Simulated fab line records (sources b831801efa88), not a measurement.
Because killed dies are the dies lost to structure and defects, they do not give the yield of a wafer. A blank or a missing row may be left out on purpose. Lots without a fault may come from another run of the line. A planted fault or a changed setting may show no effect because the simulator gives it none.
Which tool was responsible? ; flow gf180mcu ; 10 lots with 30 wafers sampled at 2 steps, on a route of 602 steps

WHAT EACH GAUGE READ, for each wafer
GF_LVPWELL_TW_MEAS_11.
lot;measured;on;LVPWELL_TW
L170;day 3 20:51;film metro-03;553 551 550
L172;day 4 09:29;film metro-03;552 552 553
L173;day 4 22:29;film metro-04;561 559 559
L175;day 5 06:23;film metro-04;559 560 560
L176;day 5 11:40;film metro-04;561 559 561
L181;day 6 12:41;film metro-02;561 564 564
L182;day 6 17:31;film metro-04;590 591 591
L183;day 6 22:01;film metro-02;598 598 596
L189;day 8 10:53;film metro-03;551 549 545
L192;day 9 02:31;film metro-03;583 579 580

WHICH TOOL RAN EACH LOT (tool, then ch and the chambers of the sampled wafers, then the start)
lot;GF_LVPWELL_IMPLANT_09
L170;implanter-03 ch 0, day 3 20:38
L172;implanter-03 ch 0, day 4 09:14
L173;implanter-03 ch 0, day 4 22:15
L175;implanter-04 ch 0, day 5 06:08
L176;implanter-03 ch 0, day 5 11:28
L181;implanter-01 ch 0, day 6 12:26
L182;implanter-01 ch 0, day 6 16:58
L183;implanter-01 ch 0, day 6 21:20
L189;implanter-04 ch 0, day 8 10:39
L192;implanter-04 ch 0, day 9 01:56 and implanter-01 ch 0, day 9 02:16
- GF_LVPWELL_IMPLANT_09

THE ANSWER, worked out from the rows above alone
Rule: what is usual is taken from the lots themselves. The widest of any qualifying gaps counts: lots, ordered by their means at a reading, are off when they make up no more than a third of the lots, leave a main group of 4 or more, and stand apart from it by 3 or more times the standard deviation of that group's means. A main group whose means are all the same, to the digits that the tables above print for the reading, isn't used. A lot without any number at a reading at which 4 lots or more have one is off too. The other lots that the step has rows for count as sound.
Off: at GF_LVPWELL_TW_MEAS_11 (LVPWELL_TW), L182, L183, L192. The main group has a mean of 556 with a standard deviation of 5.2.
If a tool, at a process step before that reading, ran all the lots that are off and no sound lot after the first of them, it fits. Those tools and the gauges at GF_LVPWELL_TW_MEAS_11 are tried in the same way. One fits: GF_LVPWELL_IMPLANT_09 on implanter-01. Its last sound lot is L181 (day 6 12:26), its first lot that is off L182 (day 6 16:58): a fault that began between those two fits.

WHAT WAS PUT IN BY THE SIMULATOR
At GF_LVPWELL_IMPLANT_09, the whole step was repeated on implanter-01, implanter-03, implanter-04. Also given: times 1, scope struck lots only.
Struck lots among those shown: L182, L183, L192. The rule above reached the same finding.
